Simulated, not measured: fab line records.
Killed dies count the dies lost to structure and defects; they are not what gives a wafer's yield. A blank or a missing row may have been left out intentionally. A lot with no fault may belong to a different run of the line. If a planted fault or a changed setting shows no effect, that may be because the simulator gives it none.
A lot that was struck, set against a sound lot -- flow gf180mcu -- 28 out of 602 route steps
Sound: wafers L202.4, L202.5, L202.6. Struck: wafers L207.1, L207.3, L207.6. The cause is given at the end.
For every step that has rows: the tool of each side, followed by ch and its chambers, followed by its first start. Under that, the readings that differ: sound wafers -- struck wafers -- difference of the means -- sigmas: that difference in standard deviations of wafers without a fault.
alike: readings with means less than 2 such deviations apart, plus words and numbers identical on both sides. not compared: withheld readings, readings lacking a value on some wafer, bounds such as >300 that could conceal the same value, and numbers that have no deviation in the record and whose values overlap.
Wherever a step has rows on one side only, a row that says differs or no value, or a row with sigmas, the two part there. Non-overlapping numbers with no deviation appear without sigmas and do not part them. Lack of a reading on every wafer of one side parts them only where that side has two or more wafers.

GF_V5_OVL_MEAS_15:
  sound on overlay-02 at day 27 16:29; struck on overlay-02 at day 28 19:20
  alike: V5_OVL
then, 5 steps without rows for these wafers: GF_V5_ETCH_16 (etches BARC in N2/H2); GF_V5_ETCH_17 (etches SiO2 in C4F8/O2/Ar, stops on TiN, target depth 855 nm); GF_V5_STRIP_18 (strips in O2/N2); GF_V5_STRIP_19 (strips in post etch residue remover, time 1200 s); GF_V5_CLEAN_20 (cleans in DIW).
GF_V5_SPUTTER_21: material Ti, target thk 15 nm, time 80.02 s.
  sound on pvd sputter-01 at day 27 17:13; struck on pvd sputter-01 at day 28 20:06
  alike: cathode dc power W, chamber pressure pa, throttle valve pct
then, 2 steps without rows for these wafers: GF_V5_SPUTTER_22 (material TiN, target thk 10 nm, time 40 s); GF_V5_CVD_23 (deposits W, target thk 350 nm, time 104.9 s).
GF_V5_RS_MEAS_24: measures by four-point-probe.
  sound on film metro-02 at day 27 17:27; struck on film metro-04 at day 28 20:19
  alike: V5_W_RS
GF_V5_THK_MEAS_25: measures by xrf.
  sound on film metro-02 at day 27 17:32; struck on film metro-04 at day 28 20:26
  alike: V5_W_THK
then, 1 step without rows for these wafers: GF_V5_CMP_26 (polishes, stops on SiO2, t overpolish 15 s, target thk 0 nm).
GF_TOP_METAL_SPUTTER_00: material Ti, target thk 37.5 nm, time 150 s.
  sound on pvd sputter-04 at day 27 17:52; struck on pvd sputter-04 at day 28 20:47
  no value came back on the struck wafers for cathode dc power W (W), chamber pressure pa (Pa), throttle valve pct (%); on the sound wafers cathode dc power W (W) reads 4000.3 4000.0 3999.8
GF_TOP_METAL_SPUTTER_01: material TiN, target thk 30 nm, time 25 s.
  sound on pvd sputter-04 at day 27 17:58; struck on pvd sputter-04 at day 28 20:53
reading,sound,struck,difference,sigmas
throttle valve pct (%),28.8 29.0 29.4,29.5 31.7 31.9,+2.0,+2
  alike: cathode dc power W, chamber pressure pa
GF_TOP_METAL_SPUTTER_02: material AlCu, target thk 900 nm, time 47.82 s.
  sound on pvd sputter-04 at day 27 18:00; struck on pvd sputter-04 at day 28 20:55
reading,sound,struck,difference,sigmas
throttle valve pct (%),28.7 28.7 29.7,29.8 31.8 31.6,+2.0,+2
  alike: cathode dc power W, chamber pressure pa
GF_TOP_METAL_SPUTTER_03: material Ti, target thk 5 nm, time 3.3 s.
  sound on pvd sputter-04 at day 27 18:03; struck on pvd sputter-04 at day 28 20:58
  alike: cathode dc power W, chamber pressure pa, throttle valve pct
then, 8 steps without rows for these wafers: GF_TOP_METAL_SPUTTER_04 (material TiN, target thk 25 nm, time 20.8 s); GF_TOP_METAL_DEHYDRATE_07 (time 60 s); GF_TOP_METAL_HMDS_08 (prime time 60 s); GF_TOP_METAL_COAT_09 (resist thk 1500 nm); GF_TOP_METAL_SOFTBAKE_10 (time 60 s); GF_TOP_METAL_EXPOSE_11 (exposes mask MetalTop, target cd 440 nm); GF_TOP_METAL_PEB_12; GF_TOP_METAL_DEVELOP_13 (develop time 60 s).
GF_TOP_METAL_CD_MEAS_14: the cd target is 440 nm.
  sound on cd sem-01 at day 28 13:24; struck on cd sem-02 at day 29 15:46
  alike: cd nm
GF_TOP_METAL_OVL_MEAS_15:
  sound on overlay-01 at day 28 13:28; struck on overlay-01 at day 29 15:53
  alike: TOP_METAL_OVL
GF_TOP_METAL_METAL_ETCH_16: etches the open film in Cl2/BCl3, stops on SiO2, target depth 1077.5 nm, time 179.6 s.
  sound on rie metal-02 ch 0,1, day 28 13:33; struck on rie metal-03 ch 0, day 29 15:55
reading,sound,struck,difference,sigmas
drypump motor current A (A),5.4 5.7 5.4,6.5 6.5 6.5,+1.0,+2
oes product au (a.u.),0.973 0.972 0.954,0.939 0.928 0.931,-0.034,-4
throttle valve pct (%),28.240 28.258 28.253,28.272 28.270 28.299,+0.030,+3
  not compared: rf hours counter h
GF_TOP_METAL_STRIP_17: strips in O2/N2.
  sound on plasma asher-02 ch 0,1, day 28 13:42; struck on plasma asher-01 ch 0, day 29 16:16
  alike: drypump motor current A, heater power w, n2 flow sccm, oes product au, strip time to endpoint s
  not compared: rf hours counter h

== WHERE THEY PART ==
Earliest at GF_TOP_METAL_SPUTTER_00; latest, in this record, at GF_TOP_METAL_METAL_ETCH_16. Later steps at which nothing parts them and some readings are alike: GF_TOP_METAL_STRIP_17.

WHY: the cause the simulator had injected
Entire step skipped (pvd sputter-04, GF_TOP_METAL_SPUTTER_00), from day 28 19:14 onward. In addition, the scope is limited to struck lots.
